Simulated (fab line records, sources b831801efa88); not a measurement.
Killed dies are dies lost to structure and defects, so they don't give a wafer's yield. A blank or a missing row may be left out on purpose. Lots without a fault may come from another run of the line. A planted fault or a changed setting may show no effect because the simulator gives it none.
Chamber matching | flow gf180mcu | GF_STI_ETCH_14 on rie_si-02: 4 sister chambers
The step etches Si in HBr/Cl2/O2, target depth 360 nm, time 102.9 s. 8 wafers are shown with their chamber, then 7 later ones without.

WAFERS WITH THEIR CHAMBER
wafer  | chamber | drypump_motor_current_A (A) | oes_product_au (a.u.)
L759.6 | 2       | 4.8                         | 0.997
L761.1 | 1       | 5.8                         | 1.008
L762.2 | 3       | 6.1                         | 1.024
L762.4 | 2       | 4.8                         | 1.002
L764.1 | 3       | 6.0                         | 1.024
L764.5 | 0       | 5.9                         | 1.017
L767.1 | 0       | 5.9                         | 1.023
L767.2 | 1       | 5.8                         | 1.014

WAFERS WITHOUT THEIR CHAMBER
wafer  | drypump_motor_current_A (A) | oes_product_au (a.u.)
L767.3 | 6.1                         | 1.021
L774.1 | 6.0                         | 1.014
L774.3 | 5.8                         | 1.017
L774.5 | 6.0                         | 1.013
L780.3 | 6.0                         | 1.021
L780.4 | 4.8                         | 1.012
L780.5 | 6.0                         | 1.022

WHICH CHAMBER EACH WENT THROUGH
wafer  | from the rows above     | in truth
L767.3 | 3                       | 3
L774.1 | can't be placed: 3 or 0 | 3
L774.3 | can't be placed: 1 or 0 | 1
L774.5 | can't be placed: 3 or 0 | 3
L780.3 | can't be placed: 3 or 0 | 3
L780.4 | 2                       | 2
L780.5 | can't be placed: 3 or 0 | 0
Placed correctly: 2 of 7. Can't be placed from these rows: 5 (the true chamber is among the candidates in 5). Placed wrongly: 0.
How it was worked out, from the rows above alone: a wafer's distance from a chamber is the root of the sum, over the readings, of the square of ((its reading less the chamber's mean) divided by the reading's scatter). The wafer belongs to the nearest chamber; if the next one is less than 2 further off, it can't be placed. A chamber's mean is the mean of its shown wafers. The scatter: the root of (the sum of the squares of (reading less its chamber's mean) over the shown wafers, divided by (wafers less chambers)).
